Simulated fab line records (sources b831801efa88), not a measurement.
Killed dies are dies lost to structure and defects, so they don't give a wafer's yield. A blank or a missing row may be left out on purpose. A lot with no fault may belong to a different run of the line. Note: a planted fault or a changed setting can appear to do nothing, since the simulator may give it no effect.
fab line records	flow sky130
record: lots: 6	wafers: 18	lastDay: 50
route steps=708 shown VIA3@581
lots that met no fault: from a run of the same line without faults
startH: start of the lot's first displayed wafer, in hours after the record's first day	waitH: time in hours since the lot's previous step	" the same as in the row above	L1.1+2: several wafers, shown together as one row	- value missing, or start not given	* or withheld: withheld	< > ~ a bound
route shown NAME@n: a module of which the file shows steps, and the number in the route of the first	usual: average and standard deviation across the fault-free wafers	same: alike in all rows	chamber/n: place in a boat	sites: per-site readings	_std_site: their standard deviation	_edge_site: inner sites' mean taken away from outer sites' mean	radiusMm: for every site, how far away it sits from the centre of the wafer	mask NAME#n: copy n	behind: the most recent tool/chamber to have shaped the wafer	hold: the reason the lot was held/the length of the hold in hours/how it ended	device: whichever transistor did not switch (one of n, p or np)	end of line: tests run on the same wafers once the route is complete	a step given without rows: its recipe and nothing more	killed: not the wafer's yield, but the dies lost to structure and defects at the first sort	map: per-die view of a wafer (x killed, . not killed, _ where there is no die)
set.NAME: the setting that was run; set.NAME@STEP: the one run at that earlier step	model.NAME: the simulator's own value behind a step, which no gauge read
lots at selected steps of the route; one table per step, one row per wafer
services: from which hour (startH, from the record's first day; less than 0 if before it) a tool's chamber was out of use, for how many hours, and why
== steps ==
step: SKY_VIA3_SOFTBAKE_08
recipe: tempC: 100	timeS: 90	resist: KrF-thick
step: SKY_VIA3_EXPOSE_09
recipe: maskId: VIM3	na: 0.8	sourceShape: annular	sigmaInner: 0.55	sigmaOuter: 0.85	targetCdNm: 200	doseMj: 38
step: SKY_VIA3_PEB_10
recipe: pebTempC: withheld	pebTimeS: withheld	resist: KrF-thick
step: SKY_VIA3_DEVELOP_11
recipe: developTimeS: 60	resist: KrF-thick	devTempC: 21
step: SKY_VIA3_CD_MEAS_12
recipe: targetCdNm: 200
usual: cdNm: 199.5/1.5
lot.wafer	tool	chamber	startH	waitH	cdNm
L961.1	cdSem-02	-	980.62	-	202.0
L961.2	"	-	"	"	201.9
L961.6	"	-	"	"	201.5
L963.2	cdSem-02	-	984.74	-	200.1
L963.3	"	-	"	"	199.8
L963.6	"	-	"	"	199.1
L964.3	cdSem-02	-	1007.41	-	196.9
L964.5	"	-	"	"	197.9
L964.6	"	-	"	"	197.6
L968.1	cdSem-02	-	1018.83	-	199.1
L968.2	"	-	"	"	198.2
L968.3	"	-	"	"	197.8
L977.2	cdSem-02	-	1073.55	-	196.8
L977.3	"	-	"	"	197.5
L977.4	"	-	"	"	197.4
L978.2	cdSem-02	-	1083.30	-	199.0
L978.3	"	-	"	"	199.3
L978.5	"	-	"	"	197.2
step: SKY_VIA3_OVL_MEAS_13
usual: VIA3_OVL: -1/4.8
lot.wafer	tool	chamber	startH	waitH	VIA3_OVL[nm]
L961.1	overlay-01	-	980.74	0.1	4
L961.2	"	-	"	"	3
L961.6	"	-	"	"	-2
L963.2	overlay-02	-	984.85	0.1	0
L963.3	"	-	"	"	-1
L963.6	"	-	"	"	-6
L964.3	overlay-02	-	1007.50	0.1	2
L964.5	"	-	"	"	1
L964.6	"	-	"	"	2
L968.1	overlay-01	-	1018.95	0.1	-1
L968.2	"	-	"	"	1
L968.3	"	-	"	"	-2
L977.2	overlay-01	-	1073.66	0.1	4
L977.3	"	-	"	"	9
L977.4	"	-	"	"	5
L978.2	overlay-02	-	1083.41	0.1	-4
L978.3	"	-	"	"	4
L978.5	"	-	"	"	2
step: SKY_VIA3_ETCH_14
recipe: chemistry: N2/H2	target: BARC	ionEnergyEv: 200	sourceW: 500	biasW: 100	pressureMtorr: 30	n2FlowSccm: 100	h2FlowSccm: 200	stopOn: SiO2	timeS: 45.9	targetDepthA: 600
usual: drypumpMotorCurrentA: 5.5/0.39	oesProductAu: 0.854/0.005	throttleValvePct: 13.226/0.0085
same: timeS: 45.9
lot.wafer	tool	chamber	startH	waitH	drypumpMotorCurrentA	oesProductAu	rfHoursCounterH	throttleValvePct
L961.1	rieDiel-04	1	980.78	0.0	6.2	0.848	10	13.228
L961.2	"	0	"	"	5.1	0.852	11	13.228
L961.6	"	3	"	"	5.1	0.850	-	13.230
L963.2	rieDiel-01	2	984.88	0.0	5.8	0.857	15	13.226
L963.3	"	1	"	"	5.5	0.855	18	13.239
L963.6	"	1	"	"	5.5	0.853	-	13.217
L964.3	rieDiel-04	2	1007.53	0.0	5.2	0.849	25	13.231
L964.5	"	1	"	"	6.2	0.852	-	13.234
L964.6	"	0	"	"	5.1	0.850	-	13.218
L968.1	rieDiel-01	3	1018.99	0.0	5.5	0.858	9	13.217
L968.2	"	2	"	"	5.8	0.857	16	13.222
L968.3	"	0	"	"	5.0	0.852	20	13.228
L977.2	rieDiel-04	2	1073.69	0.0	5.2	0.852	28	13.229
L977.3	"	3	"	"	5.1	0.856	27	13.222
L977.4	"	0	"	"	5.1	0.860	13	13.221
L978.2	rieDiel-01	0	1083.44	0.0	5.0	0.853	23	13.213
L978.3	"	1	"	"	5.5	0.854	21	13.223
L978.5	"	2	"	"	5.8	0.849	-	13.226
step: SKY_VIA3_ETCH_15
recipe: target: SiO2	chemistry: C4F8/O2/Ar	targetDepthNm: 507	stopOn: TiN	maskMaterial: KrF-thick	sourceW: 1500	biasW: 1200	pressureMtorr: 40	c4f8FlowSccm: withheld	O2_flow_sccm: 6	Ar_flow_sccm: 300	timeS: 78
usual: oesProductAu: 0.945/0.0049
same: timeS: 78
lot.wafer	tool	chamber	startH	waitH	oesProductAu	rfHoursCounterH
L961.1	rieDiel-04	1	980.82	0.0	0.939	10
L961.2	"	0	"	"	0.952	11
L961.6	"	3	"	"	0.942	-
L963.2	rieDiel-01	2	984.92	0.0	0.946	15
L963.3	"	1	"	"	0.944	18
L963.6	"	1	"	"	0.949	-
L964.3	rieDiel-04	2	1007.57	0.0	0.940	25
L964.5	"	1	"	"	0.952	-
L964.6	"	0	"	"	0.938	-
L968.1	rieDiel-01	3	1019.03	0.0	0.946	9
L968.2	"	2	"	"	0.943	16
L968.3	"	0	"	"	0.951	20
L977.2	rieDiel-04	2	1073.73	0.0	0.949	28
L977.3	"	3	"	"	0.945	27
L977.4	"	0	"	"	0.946	13
L978.2	rieDiel-01	0	1083.48	0.0	0.945	23
L978.3	"	1	"	"	0.942	21
L978.5	"	2	"	"	0.944	-
step: SKY_VIA3_STRIP_16
recipe: chemistry: O2/N2	powerW: 1400	pressureMtorr: 1500	platenTempC: withheld	o2FlowSccm: 3000	n2FlowSccm: 300	overashFraction: 0.5
usual: drypumpMotorCurrentA: 5.7/0.6	oesProductAu: 0.401/0.0046	stripTimeToEndpointS: 4.12/0.036
lot.wafer	tool	chamber	startH	waitH	drypumpMotorCurrentA	oesProductAu	rfHoursCounterH	stripTimeToEndpointS
L961.1	plasmaAsher-03	1	980.88	0.0	5.3	0.401	23	4.07
L961.2	"	0	"	"	5.8	0.400	23	4.11
L961.6	"	1	"	"	5.4	0.407	-	4.14
L963.2	plasmaAsher-04	0	984.98	0.0	6.8	0.399	120	4.09
L963.3	"	0	"	"	6.8	0.407	-	4.15
L963.6	"	1	"	"	5.3	0.401	-	4.14
L964.3	plasmaAsher-04	0	1007.66	0.1	6.8	0.393	-	4.08
L964.5	"	1	"	"	5.2	0.405	-	4.13
L964.6	"	0	"	"	6.8	0.394	-	4.13
L968.1	plasmaAsher-04	1	1019.09	0.0	5.3	0.395	123	4.12
L968.2	"	0	"	"	6.8	0.401	123	4.10
L968.3	"	1	"	"	5.3	0.389	-	4.06
L977.2	plasmaAsher-01	1	1073.79	0.0	5.4	0.403	61	4.09
L977.3	"	0	"	"	5.2	0.399	-	4.20
L977.4	"	1	"	"	5.5	0.401	-	4.12
L978.2	plasmaAsher-04	1	1083.54	0.0	5.2	0.399	2	4.09
L978.3	"	0	"	"	6.8	0.394	-	4.13
L978.5	"	1	"	"	5.2	0.402	-	4.08
step: SKY_VIA3_STRIP_17
recipe: chemistry: postEtchResidueRemover	timeS: 1200	tempC: 72.5
step: SKY_VIA3_CLEAN_18
recipe: chemistry: IPA	timeS: 180	tempC: 25
step: SKY_VIA3_CLEAN_19
recipe: chemistry: O3/DIW	dry: n2Spin
step: SKY_VIA3_SPUTTER_20
recipe: material: TiN	targetThkNm: 20	chamberPressurePa: 5	powerW: 4000	timeS: 80
usual: cathodeDcPowerW: 4000.0/0.85	chamberPressurePa: 5.000/0.0097	throttleValvePct: 30.1/1.2	timeS: 80/0
lot.wafer	tool	chamber	startH	waitH	cathodeDcPowerW	chamberPressurePa	throttleValvePct	timeS
L961.1	pvdSputter-01	-	981.49	0.0	4001.0	5.008	31.7	80
L961.2	"	-	"	"	3999.3	5.004	30.0	80
L961.6	"	-	"	"	3999.4	5.014	31.8	80
L963.2	pvdSputter-03	-	985.57	0.0	3999.0	4.995	31.1	80
L963.3	"	-	"	"	4002.0	5.010	26.3	80
L963.6	"	-	"	"	3999.2	4.999	30.9	80
L964.3	pvdSputter-01	-	1008.26	0.0	3998.2	4.996	29.6	80
L964.5	"	-	"	"	3999.9	4.996	31.1	80
L964.6	"	-	"	"	3999.2	5.030	29.6	80
L968.1	pvdSputter-03	-	1019.69	0.0	4001.1	4.993	30.2	80
L968.2	"	-	"	"	4000.0	5.006	29.7	80
L968.3	"	-	"	"	3999.8	5.003	26.3	80
L977.2	pvdSputter-02	-	1074.39	0.0	-	-	-	-
L977.3	"	-	"	"	-	-	-	-
L977.4	"	-	"	"	-	-	-	-
L978.2	pvdSputter-03	-	1084.14	0.0	-	-	-	-
L978.3	"	-	"	"	-	-	-	-
L978.5	"	-	"	"	-	-	-	-
step: SKY_VIA3_CVD_21
recipe: material: W	targetThkNm: 390	timeS: 117.31	tempC: 400	pressureTorr: 40
usual: heaterPowerW: 888/120	susceptorTempC: 400.02/0.2
same: timeS: 117.31
lot.wafer	tool	chamber	startH	waitH	heaterPowerW	susceptorTempC
L961.1	cvdW-02	1	981.55	0.0	774	400.15
L961.2	"	0	"	"	1009	399.88
L961.6	"	1	"	"	724	400.34
L963.2	cvdW-01	0	985.63	0.0	933	400.08
L963.3	"	0	"	"	954	400.13
L963.6	"	0	"	"	910	400.10
L964.3	cvdW-02	1	1008.36	0.1	745	400.35
L964.5	"	1	"	"	733	400.33
L964.6	"	0	"	"	1051	399.74
L968.1	cvdW-02	1	1019.75	0.0	766	400.34
L968.2	"	0	"	"	1038	400.01
L968.3	"	0	"	"	1002	399.69
L977.2	cvdW-01	0	1074.45	0.0	959	400.09
L977.3	"	0	"	"	937	400.12
L977.4	"	1	"	"	820	400.50
L978.2	cvdW-02	1	1084.20	0.0	748	400.00
L978.3	"	0	"	"	1046	400.31
L978.5	"	0	"	"	1032	400.30
== services ==
tool	chamber	startH	hours	kind
pvdSputter-03	-	961.74	3.9	repair
plasmaAsher-04	-	964.67	3.0	repair
cvdW-02	0	966.99	2.4	repair
pvdSputter-01	-	997.86	2.1	repair
pvdSputter-02	-	1005.55	2.5	repair
rieDiel-01	1	1006.71	16.7	repair
cvdW-01	-	1024.82	7.3	repair
plasmaAsher-03	-	1028.78	4.5	repair
rieDiel-01	-	1030.96	0.5	repair
plasmaAsher-03	-	1038.83	15.1	pm
rieDiel-04	0	1050.46	19.6	repair
rieDiel-04	-	1053.70	0.2	repair
plasmaAsher-04	-	1055.25	9.0	pm
plasmaAsher-04	0	1055.25	9.0	ventCycle
plasmaAsher-04	1	1055.25	9.0	ventCycle
plasmaAsher-04	0	1064.25	-	clean
plasmaAsher-04	1	1064.25	-	clean
cvdW-01	-	1066.52	2.0	repair
plasmaAsher-03	-	1067.37	1.9	repair
pvdSputter-01	-	1079.96	1.0	repair
== key ==
firstSign: step: SKY_VIA3_SPUTTER_20	reading: toolRecord	direction: missing
effect none on later readings
metAt SKY_VIA3_SPUTTER_20
struckWafers L977.2,L977.3,L977.4,L978.2,L978.3,L978.5
laterRowsLeftOut L977.2,L977.3,L977.4,L978.2,L978.3,L978.5
sortLeftOut L977.2,L977.3,L977.4,L978.2,L978.3,L978.5
onsetBetween 1019.69 1074.39
fault: kind: skippedStepWhole	tool: pvdSputter-02,pvdSputter-03	chamber: -	onsetH: 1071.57	steps: SKY_VIA3_SPUTTER_20	scope: struckLotsOnly
sortLeftOut: the simulated sort isn't trusted on such a fault, so these wafers' sort isn't shown, and their yield isn't known
laterRowsLeftOut: the simulator's readings of these wafers behind a module that went badly wrong aren't trusted and aren't shown, but for the sort
